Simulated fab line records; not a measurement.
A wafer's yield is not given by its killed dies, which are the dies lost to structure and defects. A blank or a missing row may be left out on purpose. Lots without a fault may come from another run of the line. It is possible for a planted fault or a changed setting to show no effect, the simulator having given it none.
What tool caused it? :: flow sky130 :: 13 lots, 39 wafers sampled, at 2 steps of a route of 708

WHAT EACH GAUGE READ, for each wafer
SKY_POLY_GATE_OVL_MEAS_14. Usual: POLY_GATE_OVL gives -2 nm (standard deviation 5.8).
lot: L599
measured: day 16 17:32
on: overlay-02
POLY_GATE_OVL (nm): 2 -4 -2
flag: 

lot: L600
measured: day 17 06:28
on: overlay-02
POLY_GATE_OVL (nm): -4 1 -2
flag: 

lot: L601
measured: day 17 09:38
on: overlay-02
POLY_GATE_OVL (nm): -1 0 1
flag: 

lot: L605
measured: day 18 19:53
on: overlay-02
POLY_GATE_OVL (nm): 9 6 5
flag: 

lot: L610
measured: day 20 14:13
on: overlay-01
POLY_GATE_OVL (nm): -13 -12 -15
flag: 

lot: L611
measured: day 20 22:50
on: overlay-02
POLY_GATE_OVL (nm): -6 -3 -3
flag: 

lot: L612
measured: day 21 08:57
on: overlay-01
POLY_GATE_OVL (nm): -2 -2 -2
flag: 

lot: L613
measured: day 21 17:12
on: overlay-01
POLY_GATE_OVL (nm): -3 -4 -3
flag: 

lot: L617
measured: day 23 17:41
on: overlay-01
POLY_GATE_OVL (nm): -5 0 -7
flag: 

lot: L618
measured: day 23 18:52
on: overlay-02
POLY_GATE_OVL (nm): -2 -14 -6
flag: 

lot: L619
measured: day 23 23:01
on: overlay-02
POLY_GATE_OVL (nm): -3 -9 -4
flag: 

lot: L620
measured: day 24 04:31
on: overlay-02
POLY_GATE_OVL (nm): 4 1 1
flag: 

lot: L621
measured: day 24 17:22
on: overlay-01
POLY_GATE_OVL (nm): -7 -6 -10
flag: 

SKY_LDD_HVN_OVL_MEAS_07. Usual: LDD_HVN_OVL gives -0.4 nm (standard deviation 1.6).
lot: L599
measured: day 20 15:18
on: overlay-02
LDD_HVN_OVL (nm): -1.7 -0.8 -1.3
flag: 

lot: L600
measured: day 21 07:11
on: overlay-01
LDD_HVN_OVL (nm): 0.6 -0.6 -0.4
flag: 

lot: L601
measured: day 21 09:56
on: overlay-01
LDD_HVN_OVL (nm): -1.0 -0.2 0.1
flag: 

lot: L605
measured: day 22 19:15
on: overlay-01
LDD_HVN_OVL (nm): -0.9 -2.0 -0.5
flag: 

lot: L610
measured: day 24 11:54
on: overlay-01
LDD_HVN_OVL (nm): -2.4 -2.0 -2.1
flag: 

lot: L611
measured: day 24 19:43
on: overlay-01
LDD_HVN_OVL (nm): 0.4 2.1 0.7
flag: 

lot: L612
measured: day 25 06:32
on: overlay-01
LDD_HVN_OVL (nm): 1.6 2.0 -0.3
flag: 

lot: L613
measured: day 25 12:27
on: overlay-01
LDD_HVN_OVL (nm): 0.2 0.8 -0.3
flag: 

lot: L617
measured: day 27 12:31
on: overlay-02
LDD_HVN_OVL (nm): 1.6 1.9 1.1
flag: 

lot: L618
measured: day 27 13:41
on: overlay-01
LDD_HVN_OVL (nm): 2.2 0.4 1.6
flag: 

lot: L619
measured: day 27 18:33
on: overlay-02
LDD_HVN_OVL (nm): -0.8 0.3 0.6
flag: 

lot: L620
measured: day 27 22:56
on: overlay-01
LDD_HVN_OVL (nm): -0.4 -1.5 -0.5
flag: 

lot: L621
measured: day 28 11:20
on: overlay-01
LDD_HVN_OVL (nm): 0.1 0.9 -0.7
flag: 

WHICH TOOL RAN EACH LOT (tool, then ch and the chambers of the sampled wafers, then the start)
The record shows no process step preceding these readings.

AS READ BY THE TOOLS THEMSELVES (means over the sampled wafers that have a number; for cases with no such wafer, the mark the record gives instead)
The record holds no such reading with a usual standard deviation.

THE ANSWER, worked out from the rows above alone
Rule: lot off if the mean of its wafers having a number is beyond 3 standard deviations from the usual mean. A lot without any number at a reading at which 4 lots or more have one is off too. Where the step has rows for the other lots, those lots are counted as sound. After the gauges, taken in route order, come the tools' own readings; for these a lot's mean is taken, as printed above. At the first step where some lot is off, the reading lying furthest off is the one used; lots without a number count as furthest.
None of the lots is off at any reading shown; this tells nothing.

WHAT THE SIMULATOR HAD PUT IN
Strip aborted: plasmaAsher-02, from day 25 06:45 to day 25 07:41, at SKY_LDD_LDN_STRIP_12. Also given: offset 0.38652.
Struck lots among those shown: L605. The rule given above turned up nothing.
